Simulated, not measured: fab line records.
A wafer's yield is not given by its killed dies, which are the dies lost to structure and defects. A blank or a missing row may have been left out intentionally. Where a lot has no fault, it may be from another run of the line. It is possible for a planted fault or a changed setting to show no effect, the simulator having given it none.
One fault through the eyes of 2 desks | flow gf180mcu | each desk holds nothing but its own numbers, with what lay behind them at the end

FROM THE METROLOGY DESK
Lot by lot, what the gauges showed, no matter which tool ran the lot: averages of those sampled wafers that carry a number. A lot is out of limits, marked OUT, if its mean lies more than 4 standard deviations from the usual mean; the brackets give that distance.
Columns: A = cd-nm at GF_PSD_CD_MEAS_07, usual 400.1 nm; B = V1_CVD_02_THK at GF_V1_THK_MEAS_03, usual 852 nm
lot  | first seen here | A     | B
L149 | day 14 08:26    | 399.1 | 843
L150 | day 14 14:44    | 399.1 | 843
L151 | day 15 01:28    | 401.1 | 837
L152 | day 15 07:20    | 401.1 | 867
L153 | day 15 13:44    | 399.8 | 842
L155 | day 17 01:13    | 397.2 | 848
L158 | day 18 14:02    | 398.2 | 862
L159 | day 19 00:22    | 402.4 | 850
L160 | day 19 07:05    | 400.4 | 577 (-21) OUT
L161 | day 19 13:08    | 398.5 | 864
L162 | day 19 15:38    | 400.4 | 846
L164 | day 19 19:44    | 400.5 | 572 (-22) OUT
L170 | day 21 19:03    | 402.0 | 844
Finding of this desk: L160, L164 out of limits, first seen on L160 at day 22 18:02 (V1_CVD_02_THK at GF_V1_THK_MEAS_03). In limits: L149, L150, L151, L152, L153, L155, L158, L159, L161, L162, L170.

TOOL OWNER'S DESK, pecvd-04
The tool's own readings at GF_V1_CVD_02 (deposits SiO2 from TEOS, target thk 850 nm, time 94.851 s): means of the sampled wafers that have a number, for each lot that ran on this tool. A lot is out of limits, marked OUT, if its mean lies more than 4 standard deviations from the usual mean; the brackets give that distance.
Columns: A = heater-power-outer-w at GF_V1_CVD_02, usual 397 W; B = heater-power-w at GF_V1_CVD_02, usual 688 W; C = rf-fwd-power-W at GF_V1_CVD_02, usual 597.1 W
lot  | first seen here | A   | B   | C
L153 | day 18 15:02    | 392 | 679 | 596.4
L155 | day 20 05:29    | 407 | 675 | 599.1
L159 | day 22 05:41    | 391 | 704 | 598.3
L160 | day 22 17:57    | 347 | 632 | 598.2
L164 | day 22 23:39    | 383 | 682 | 597.0
Finding of this desk: none of the 5 lots has anything out of limits.

PUT TOGETHER
On L160, L164, the metrology desk was in a position to raise an alarm at day 22 18:02.
The tool owner's desk saw nothing out of limits.
The tool owner's desk has L160, L164 on record, within its limits.
Of the lots named, all ran GF_V1_CVD_02 on pecvd-04.

WHAT HAD BEEN PUT IN BY THE SIMULATOR
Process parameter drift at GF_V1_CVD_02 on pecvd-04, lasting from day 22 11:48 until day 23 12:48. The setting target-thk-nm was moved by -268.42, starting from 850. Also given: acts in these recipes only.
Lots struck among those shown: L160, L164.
Per desk, hours elapsed from the start of the fault to the first reading out of limits: for the metrology desk, 6.
